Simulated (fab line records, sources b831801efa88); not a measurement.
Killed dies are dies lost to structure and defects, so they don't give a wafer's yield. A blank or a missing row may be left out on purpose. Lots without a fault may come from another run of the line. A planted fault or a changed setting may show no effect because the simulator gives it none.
Which tool did it? | flow sky130 | 12 lots, 36 wafers sampled, at 1 step of a route of 708

WHAT THE GAUGES READ, wafer by wafer
SKY_CAPM_THK_MEAS_01. Usual: CAPM_CVD_00_THK 15.44 nm, standard deviation 0.23.
lot  | measured     | on            | CAPM_CVD_00_THK (nm) | flag
L605 | day 36 15:56 | film_metro-01 | 15.18 15.41 15.37    |
L606 | day 36 22:16 | film_metro-03 | 15.30 15.31 15.48    |
L607 | day 37 09:50 | film_metro-03 | 15.20 15.30 15.18    |
L608 | day 37 16:35 | film_metro-03 | 14.96 15.11 15.59    |
L617 | day 40 04:02 | film_metro-04 | 15.10 15.68 15.70    |
L618 | day 40 09:59 | film_metro-04 | 15.41 15.80 15.79    |
L619 | day 40 15:11 | film_metro-04 | 15.31 15.32 15.57    |
L620 | day 40 19:32 | film_metro-04 | 14.91 15.47 15.27    |
L621 | day 41 04:45 | film_metro-01 | 15.69 15.34 15.65    |
L622 | day 41 09:41 | film_metro-04 | 15.47 15.34 15.69    |
L623 | day 42 03:26 | film_metro-01 | 15.68 15.41 15.72    |
L626 | day 42 14:53 | film_metro-01 | 15.28 15.39 15.37    |

WHICH TOOL RAN EACH LOT (tool, then ch and the chambers of the sampled wafers, then the start)
The record holds no process step before these readings.

WHAT THE TOOLS THEMSELVES READ (means of the sampled wafers that have a number; where no wafer has one, the mark that the record gives instead)
The record holds no such reading with a usual standard deviation.

THE ANSWER, worked out from the rows above alone
Rule: a lot is off if the mean of its wafers that have a number lies more than 3 standard deviations from the usual mean. A lot without any number at a reading at which 4 lots or more have one is off too. The other lots that the step has rows for count as sound. The gauges are gone through in route order, then the tools' own readings, and for those a lot's mean is taken as printed above. The first step at which some lot is off is used, and at that step the reading that is off furthest; a lot without a number counts as furthest.
No lot is off at any reading shown: from this, nothing can be told.

WHAT THE SIMULATOR HAD PUT IN
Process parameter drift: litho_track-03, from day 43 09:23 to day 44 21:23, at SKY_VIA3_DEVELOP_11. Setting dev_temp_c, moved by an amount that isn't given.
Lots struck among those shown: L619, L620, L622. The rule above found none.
